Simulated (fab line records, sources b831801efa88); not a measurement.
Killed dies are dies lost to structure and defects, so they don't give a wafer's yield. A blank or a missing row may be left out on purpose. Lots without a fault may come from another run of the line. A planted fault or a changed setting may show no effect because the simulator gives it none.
Chamber matching | flow sky130 | SKY_VIA2_CMP_24 on cmp-02: 4 sister chambers
The step polishes, stops on SiO2, t overpolish 20 s, target thk 0 nm. 8 wafers are shown with their chamber, then 12 later ones without.

WAFERS WITH THEIR CHAMBER
wafer  | chamber | motor_current_A (A) | time_to_endpoint_s (s)
L088.5 | 2       | 11.8                | 107
L088.6 | 1       | 11.5                | 112
L090.2 | 1       | 11.2                | 105
L090.5 | 0       | 8.9                 | 101
L090.6 | 3       | 11.3                | 95
L091.1 | 2       | 12.0                | 103
L091.4 | 3       | 11.2                | 91
L091.5 | 0       | 8.9                 | 98

WAFERS WITHOUT THEIR CHAMBER
wafer  | motor_current_A (A) | time_to_endpoint_s (s)
L092.1 | 11.8                | 108
L092.5 | 9.0                 | 108
L092.6 | 11.7                | 106
L095.1 | 12.0                | 104
L095.2 | 11.5                | 106
L095.6 | 11.8                | 102
L096.1 | 11.5                | 94
L096.3 | 8.6                 | 102
L096.5 | 12.6                | 106
L097.2 | 8.7                 | 111
L097.3 | 11.0                | 106
L097.5 | 8.8                 | 105

WHICH CHAMBER EACH WENT THROUGH
wafer  | from the rows above     | in truth
L092.1 | 2                       | 2
L092.5 | 0                       | 0
L092.6 | can't be placed: 2 or 1 | 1
L095.1 | 2                       | 2
L095.2 | can't be placed: 1 or 2 | 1
L095.6 | 2                       | 2
L096.1 | 3                       | 3
L096.3 | 0                       | 0
L096.5 | 2                       | 2
L097.2 | 0                       | 0
L097.3 | can't be placed: 1 or 3 | 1
L097.5 | 0                       | 0
Placed correctly: 9 of 12. Can't be placed from these rows: 3 (the true chamber is among the candidates in 3). Placed wrongly: 0.
How it was worked out, from the rows above alone: a wafer's distance from a chamber is the root of the sum, over the readings, of the square of ((its reading less the chamber's mean) divided by the reading's scatter). The wafer belongs to the nearest chamber; if the next one is less than 2 further off, it can't be placed. A chamber's mean is the mean of its shown wafers. The scatter: the root of (the sum of the squares of (reading less its chamber's mean) over the shown wafers, divided by (wafers less chambers)).
